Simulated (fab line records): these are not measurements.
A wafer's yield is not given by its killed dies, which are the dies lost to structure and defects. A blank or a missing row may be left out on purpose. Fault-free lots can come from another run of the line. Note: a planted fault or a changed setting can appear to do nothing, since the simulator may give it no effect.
Matching of chambers | flow sky130 | SKY_FIELD_ISO_ETCH_17 on rie_si-02: 4 sister chambers
The step etches Si in HBr/Cl2/O2, target depth 342 nm, time 97.7 s. 8 wafers are shown with their chamber, then 8 later ones without.

## EACH WAFER AND ITS CHAMBER
wafer  | chamber | run_length_s (s) | throttle_valve_pct (%)
L495.5 | 2       | 125.8            | 25.657
L497.2 | 2       | 125.7            | 25.647
L498.1 | 0       | 126.3            | 25.657
L498.4 | 3       | 126.0            | 25.652
L503.4 | 1       | 126.3            | 25.646
L503.5 | 1       | 125.9            | 25.638
L503.6 | 0       | 126.5            | 25.653
L513.2 | 3       | 126.3            | 25.668

## WAFERS WHOSE CHAMBER IS MISSING
wafer  | run_length_s (s) | throttle_valve_pct (%)
L513.3 | 126.1            | 25.663
L513.6 | 125.7            | 25.666
L514.4 | 126.7            | 25.651
L514.5 | 126.1            | 25.646
L514.6 | 126.5            | 25.646
L515.1 | 126.1            | 25.666
L515.3 | 125.9            | 25.655
L515.5 | 125.9            | 25.658

## WHICH CHAMBER EACH WENT THROUGH
wafer  | from the rows above               | in truth
L513.3 | can't be placed: 3 or 0 or 2      | 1
L513.6 | can't be placed: 2 or 3 or 1 or 0 | 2
L514.4 | can't be placed: 0 or 3 or 1      | 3
L514.5 | can't be placed: 1 or 3 or 0 or 2 | 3
L514.6 | can't be placed: 0 or 1 or 3      | 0
L515.1 | can't be placed: 3 or 0 or 2      | 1
L515.3 | can't be placed: 2 or 3 or 1 or 0 | 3
L515.5 | can't be placed: 2 or 3 or 1 or 0 | 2
0 of 8 placed correctly. Not placeable from these rows: 8 (in 6, the candidates include the true chamber). Number placed wrongly: 0.
How it was worked out, from the rows above alone: a wafer's distance from a chamber is the root of the sum, over the readings, of the square of ((its reading less the chamber's mean) divided by the reading's scatter). The wafer belongs to the nearest chamber; if the next one is less than 2 further off, it can't be placed. Each chamber's mean is taken over the wafers shown for it. How the scatter is found: for the shown wafers, subtract from each reading the mean of its chamber, square and add these, divide the total by (wafers less chambers), then take the root.
